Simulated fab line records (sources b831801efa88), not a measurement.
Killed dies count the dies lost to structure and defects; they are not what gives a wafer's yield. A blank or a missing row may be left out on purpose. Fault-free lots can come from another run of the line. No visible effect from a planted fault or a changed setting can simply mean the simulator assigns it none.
2 desks looking at one fault ; flow gf180mcu ; each desk holds nothing but its own numbers, with what lay behind them at the end

## AT THE TOOL OWNER'S DESK: implanter-03
The tool's own readings at GF_NSD_IMPLANT_09, given as means over the sampled wafers that have a number, one for each lot that went through this tool. If a lot's mean is further than 4 standard deviations from the usual mean, the lot is out of limits and carries the mark OUT (the distance appears in the brackets).
Columns: A = beam energy keV at GF_NSD_IMPLANT_09, usual 60.000; B = beam on s at GF_NSD_IMPLANT_09, usual 17.1 s
lot;first seen here;A;B
L658;day 13 21:14;60.002;17.4
L659;day 14 10:07;60.010;17.4
L663;day 15 14:45;59.982;17.0
L665;day 16 08:46;60.014;17.2
L673;day 19 03:20;59.990;17.4
L674;day 19 11:02;51.517 (-99 or more) OUT;17.3
L676;day 20 02:47;51.517 (-99 or more) OUT;17.4
This desk finds L674, L676 out of limits, L674 being first, at day 19 11:02 (beam energy keV at GF_NSD_IMPLANT_09). L658, L659, L663, L665, L673 stayed within limits.

## METROLOGY DESK
What the gauges read for every lot (on any tool): the sampled wafers with a number, averaged. If a lot's mean is further than 4 standard deviations from the usual mean, the lot is out of limits and carries the mark OUT (the distance appears in the brackets).
Columns: A = LVPWELL_RS at GF_VT_IMPLANT_RS_MEAS_48, usual 1197 ohm/sq; B = POLY_GATE_OVL at GF_POLY_GATE_OVL_MEAS_11, usual 2 nm; C = NSD_TW at GF_NSD_TW_MEAS_12, usual 4216; D = NSD_RS at GF_PSD_RS_MEAS_14, usual 46.12 ohm/sq
lot;first seen here;A;B;C;D
L656;day 7 13:51;1198;5;4198;46.14
L657;day 7 20:25;1202;-2;4236;46.24
L658;day 7 23:32;1199;-1;4242;46.13
L659;day 8 07:12;1195;-4;4214;46.07
L660;day 8 15:44;1196;6;4217;46.16
L663;day 9 11:38;1200;1;4203;46.01
L665;day 10 00:15;1199;4;4199;46.25
L673;day 12 07:08;1200;0;4207;46.14
L674;day 12 12:37;1196;-3;4076 (-4.7) OUT;48.72 (+28) OUT
L676;day 13 03:08;1191;9;4088 (-4.3) OUT;48.48 (+26) OUT
L679;day 14 03:25;1201;3;4251;46.17
This desk reports L674, L676 out of limits; the earliest was L674 at day 19 11:25 (NSD_TW at GF_NSD_TW_MEAS_12). L656, L657, L658, L659, L660, L663, L665, L673, L679 stayed within limits.

## BROUGHT TOGETHER
The tool owner's desk could have raised an alarm at day 19 11:02, on L674, L676.
At day 19 11:25 the metrology desk could have sounded an alarm, on L674, L676.
All the named lots went through GF_NSD_IMPLANT_09 on implanter-03.

## WHAT THE SIMULATOR HAD PUT IN
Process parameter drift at GF_NSD_IMPLANT_09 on implanter-03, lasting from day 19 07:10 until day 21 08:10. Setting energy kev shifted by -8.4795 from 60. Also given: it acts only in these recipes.
Shown lots that were struck: L674, L676.
Fault start to first reading out of limits, in hours, per desk: tool owner, 4; metrology, 4.
